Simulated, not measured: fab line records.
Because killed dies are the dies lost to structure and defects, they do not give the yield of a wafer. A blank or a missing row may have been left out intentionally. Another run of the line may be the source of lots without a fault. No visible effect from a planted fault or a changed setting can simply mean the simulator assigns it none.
What tool caused it? + flow gf180mcu + Sampling: 12 lots, 36 wafers, 6 of 602 route steps

WHAT THE GAUGES SHOWED, per wafer
GF_M3_THK_MEAS_06: measures by xrf.
| lot  | measured     | on            | M3_ALCU_THK (nm) |
|------|--------------|---------------|------------------|
| L649 | day 20 17:20 | film_metro-02 | 454 460 451      |
| L651 | day 21 09:40 | film_metro-02 | 456 449 457      |
| L653 | day 22 02:12 | film_metro-01 | 452 452 445      |
| L654 | day 22 02:50 | film_metro-02 | 447 449 452      |
| L655 | day 22 17:23 | film_metro-01 | 443 448 447      |
| L657 | day 23 09:05 | film_metro-01 | 447 458 463      |
| L658 | day 23 15:08 | film_metro-01 | 453 454 463      |
| L667 | day 26 17:46 | film_metro-01 | 443 443 448      |
| L668 | day 26 19:20 | film_metro-01 | 454 461 453      |
| L669 | day 27 03:45 | film_metro-03 | 444 452 453      |
| L670 | day 27 14:38 | film_metro-01 | 459 459 458      |
| L672 | day 27 23:51 | film_metro-01 | 455 455 455      |

GF_V3_RS_MEAS_24: measurement is done with a four-point probe.
| lot  | measured     | on            | V3_W_RS (ohm/sq)  |
|------|--------------|---------------|-------------------|
| L649 | day 22 19:22 | film_metro-04 | 0.333 0.329 0.333 |
| L651 | day 23 09:34 | film_metro-03 | 0.329 0.330 0.334 |
| L653 | day 24 01:05 | film_metro-03 | 0.325 0.324 0.318 |
| L654 | day 24 02:31 | film_metro-01 | 0.319 0.324 0.318 |
| L655 | day 24 16:22 | film_metro-03 | 0.328 0.330 0.327 |
| L657 | day 25 06:17 | film_metro-03 | 0.331 0.329 0.332 |
| L658 | day 25 13:09 | film_metro-04 | 0.303 0.319 0.328 |
| L667 | day 28 12:43 | film_metro-04 | 0.327 0.325 0.329 |
| L668 | day 28 14:31 | film_metro-01 | 0.328 0.326 0.326 |
| L669 | day 28 21:58 | film_metro-04 | 0.324 0.324 0.329 |
| L670 | day 29 08:53 | film_metro-01 | 0.322 0.323 0.325 |
| L672 | day 29 17:01 | film_metro-01 | 0.329 0.330 0.325 |

GF_V3_THK_MEAS_25: measures by xrf.
| lot  | measured     | on            | V3_W_THK (nm) |
|------|--------------|---------------|---------------|
| L649 | day 22 19:29 | film_metro-04 | 350 353 350   |
| L651 | day 23 09:40 | film_metro-03 | 367 364 360   |
| L653 | day 24 01:11 | film_metro-03 | 370 370 376   |
| L654 | day 24 02:38 | film_metro-01 | 366 357 364   |
| L655 | day 24 16:29 | film_metro-03 | 365 364 367   |
| L657 | day 25 06:24 | film_metro-03 | 362 366 360   |
| L658 | day 25 13:16 | film_metro-04 | 380 362 353   |
| L667 | day 28 12:50 | film_metro-04 | 356 357 354   |
| L668 | day 28 14:37 | film_metro-01 | 359 360 360   |
| L669 | day 28 22:05 | film_metro-04 | 360 359 356   |
| L670 | day 29 09:00 | film_metro-01 | 367 366 362   |
| L672 | day 29 17:07 | film_metro-01 | 356 356 362   |

EACH LOT AND THE TOOL THAT RAN IT (in order: tool; ch and the chambers of the sampled wafers; start)
| lot  | GF_M3_SPUTTER_00             | GF_M3_SPUTTER_03             | GF_V3_CVD_23                  |
|------|------------------------------|------------------------------|-------------------------------|
| L649 | pvd_sputter-04, day 20 16:59 | pvd_sputter-04, day 20 17:09 | cvd_w-01 ch 0,1, day 22 19:16 |
| L651 | pvd_sputter-03, day 21 09:18 | pvd_sputter-03, day 21 09:28 | cvd_w-01 ch 0,1, day 23 09:26 |
| L653 | pvd_sputter-02, day 22 01:50 | pvd_sputter-02, day 22 02:00 | cvd_w-02 ch 0,1, day 24 00:58 |
| L654 | pvd_sputter-03, day 22 02:30 | pvd_sputter-03, day 22 02:40 | cvd_w-02 ch 0,1, day 24 02:25 |
| L655 | pvd_sputter-02, day 22 17:03 | pvd_sputter-02, day 22 17:13 | cvd_w-02 ch 0,1, day 24 16:14 |
| L657 | pvd_sputter-04, day 23 08:44 | pvd_sputter-04, day 23 08:54 | cvd_w-01 ch 0, day 25 06:10   |
| L658 | pvd_sputter-03, day 23 14:47 | pvd_sputter-03, day 23 14:57 | cvd_w-01 ch 0,1, day 25 13:01 |
| L667 | pvd_sputter-03, day 26 17:26 | pvd_sputter-03, day 26 17:35 | cvd_w-01 ch 0,1, day 28 12:37 |
| L668 | pvd_sputter-03, day 26 18:58 | pvd_sputter-03, day 26 19:08 | cvd_w-02 ch 0,1, day 28 14:23 |
| L669 | pvd_sputter-02, day 27 03:25 | pvd_sputter-02, day 27 03:34 | cvd_w-02 ch 0,1, day 28 21:51 |
| L670 | pvd_sputter-04, day 27 14:17 | pvd_sputter-04, day 27 14:27 | cvd_w-01 ch 0,1, day 29 08:46 |
| L672 | pvd_sputter-04, day 27 23:29 | pvd_sputter-04, day 27 23:39 | cvd_w-02 ch 0,1, day 29 16:54 |
- GF_M3_SPUTTER_00: material Ti, target thk 37.5 nm, time 150 s.
- GF_M3_SPUTTER_03: material Ti, target thk 10 nm, time 6.7 s.
- GF_V3_CVD_23: deposits W, target thk 350 nm, time 104.9 s.

WHAT THE TOOLS THEMSELVES READ (means of the sampled wafers that have a number; where no wafer has one, the mark that the record gives instead)
GF_M3_SPUTTER_00.
| lot  | tool           | throttle_valve_pct (%) |
|------|----------------|------------------------|
| L649 | pvd_sputter-04 | 30.2                   |
| L651 | pvd_sputter-03 | 30.4                   |
| L653 | pvd_sputter-02 | 30.9                   |
| L654 | pvd_sputter-03 | 29.7                   |
| L655 | pvd_sputter-02 | 30.6                   |
| L657 | pvd_sputter-04 | 30.3                   |
| L658 | pvd_sputter-03 | 29.9                   |
| L667 | pvd_sputter-03 | 29.8                   |
| L668 | pvd_sputter-03 | 29.3                   |
| L669 | pvd_sputter-02 | 30.9                   |
| L670 | pvd_sputter-04 | 30.5                   |
| L672 | pvd_sputter-04 | 30.3                   |

GF_M3_SPUTTER_03.
| lot  | tool           | throttle_valve_pct (%) |
|------|----------------|------------------------|
| L649 | pvd_sputter-04 | 30.1                   |
| L651 | pvd_sputter-03 | 30.5                   |
| L653 | pvd_sputter-02 | 30.9                   |
| L654 | pvd_sputter-03 | 29.7                   |
| L655 | pvd_sputter-02 | 30.6                   |
| L657 | pvd_sputter-04 | 30.4                   |
| L658 | pvd_sputter-03 | 30.0                   |
| L667 | pvd_sputter-03 | 29.9                   |
| L668 | pvd_sputter-03 | 29.4                   |
| L669 | pvd_sputter-02 | 31.0                   |
| L670 | pvd_sputter-04 | 30.4                   |
| L672 | pvd_sputter-04 | 30.2                   |

GF_V3_CVD_23.
| lot  | tool     | heater_power_w (W) |
|------|----------|--------------------|
| L649 | cvd_w-01 | 821                |
| L651 | cvd_w-01 | 817                |
| L653 | cvd_w-02 | 802                |
| L654 | cvd_w-02 | 790                |
| L655 | cvd_w-02 | 804                |
| L657 | cvd_w-01 | 819                |
| L658 | cvd_w-01 | 823                |
| L667 | cvd_w-01 | 834                |
| L668 | cvd_w-02 | 790                |
| L669 | cvd_w-02 | 807                |
| L670 | cvd_w-01 | 822                |
| L672 | cvd_w-02 | 805                |

THE ANSWER, worked out from the rows above alone
Rule: what is usual is taken from the lots themselves. Put in order of their means at a reading, lots are off if they are a third of the lots or fewer, leave a main group of 4 or more, and stand apart from it by a gap of 3 or more times the standard deviation of the main group's means; of several such gaps the widest counts. The tables above print the reading to a certain number of digits; a main group whose means all agree to those digits is not used. A lot without any number at a reading at which 4 lots or more have one is off too. The other lots that the step has rows for count as sound. The gauges are gone through in route order, then the tools' own readings, and for those a lot's mean is taken as printed above. At the first step where some lot is off, the reading lying furthest off is the one used; lots without a number count as furthest.
None of the lots is off at any reading shown; this tells nothing.

WHAT THE SIMULATOR HAD PUT IN
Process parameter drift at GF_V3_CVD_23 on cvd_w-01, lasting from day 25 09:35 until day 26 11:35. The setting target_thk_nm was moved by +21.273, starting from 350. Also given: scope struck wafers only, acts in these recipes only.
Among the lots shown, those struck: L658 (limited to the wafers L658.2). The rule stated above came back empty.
